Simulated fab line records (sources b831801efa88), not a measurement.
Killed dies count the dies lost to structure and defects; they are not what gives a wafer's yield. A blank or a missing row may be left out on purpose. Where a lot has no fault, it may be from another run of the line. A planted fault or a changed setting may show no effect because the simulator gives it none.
8D (eight disciplines) problem report, filled in by code || flow sky130 || the parts of the form that need people (team, actions taken, sign-off) are left out

== 1. PROBLEM STATEMENT ==
Mean of chamber-pressure-pa at SKY_LI_CONTACT_SPUTTER_19: 5.151 Pa across 6 wafers in 2 lots; on wafers with no fault it is 5.001 Pa (standard deviation 0.0091). Measured from the usual mean, that is +17 standard deviations.
The step: material Ti, target thk 20 nm, time 106.37 s.
The first sign was on wafer L282.1 at day 34 01:19, on pvd-sputter-01. At this step, 36 wafers from 12 lots have a number in the record. Rule for "out" (also "out of limits"): further than 4 standard deviations from the usual mean. The rest of the wafers with a number are treated as sound.

== 2. WHAT IT IS; WHAT IT IS NOT ==
{"question": "which readings at this step", "is": "chamber-pressure-pa", "is not": "-"}
{"question": "which lots", "is": "L282, L286", "is not": "L268, L270, L271, L273, L275, L276, L288, L289, L290, L291"}
{"question": "which wafers of those lots", "is": "all that have a number", "is not": "-"}
{"question": "read on which tools", "is": "pvd-sputter-01", "is not": "pvd-sputter-02, pvd-sputter-03"}
{"question": "when", "is": "from day 34 01:19", "is not": "up to then (18 sound wafers); but 12 sound wafers of L288, L289, L290, L291 came after"}

== 3. SUSPECTS, AND WHAT RULES EACH OUT ==
Counting: a tool stays on the suspect list if, at a process step up to the reading, it processed all lots that are out and no sound lot following the first of them.
- plasma-asher-01 at SKY_LI_CONTACT_STRIP_16 (strips in O2/N2): ruled out as a lasting fault. Following L282 (day 34 01:01), the first lot on it that is out, the sound lots L290 were run on it.
- pvd-sputter-01 at SKY_LI_CONTACT_SPUTTER_19 (material Ti, target thk 20 nm, time 106.37 s): kept. Every lot that is out went through it, starting with L282 (day 34 01:19), and after that it ran no sound lot; the last sound lot it ran before then is L276 (day 32 10:08). Out on those wafers are its own readings of chamber-pressure-pa.
Remaining after the count: pvd-sputter-01 at SKY_LI_CONTACT_SPUTTER_19.

== 4. THE CAUSE (what the simulator had put in) ==
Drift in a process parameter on pvd-sputter-01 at SKY_LI_CONTACT_SPUTTER_19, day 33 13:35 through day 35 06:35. From 5, the setting chamber-pressure-pa moved by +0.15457. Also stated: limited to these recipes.
After counting, this tool was the only one left.

== 5. THE EFFECT CHAIN, in route order ==
Each row: a reading where the mean over the struck wafers with a number is more than 3 standard deviations away from the usual. Only readings whose record carries a usual standard deviation are examined. hours: median over the lots of the time between each lot's start at the first step of this table that gives one and its start at this step. sigmas: the change, counted in usual standard deviations.
{"hours": 0, "step": "SKY_LI_CONTACT_SPUTTER_19", "reading": "chamber-pressure-pa", "usual": "5.001 Pa", "on struck wafers": 5.151, "change": "+0.150", "sigmas": "+17"}
Its process steps:
- SKY_LI_CONTACT_SPUTTER_19: material Ti, target thk 20 nm, time 106.37 s.

== 6. HOW IT WOULD HAVE BEEN CAUGHT EARLIER ==
In this record the first reading out of limits was taken at day 34 01:19, 12 hours after the fault began at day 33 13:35.
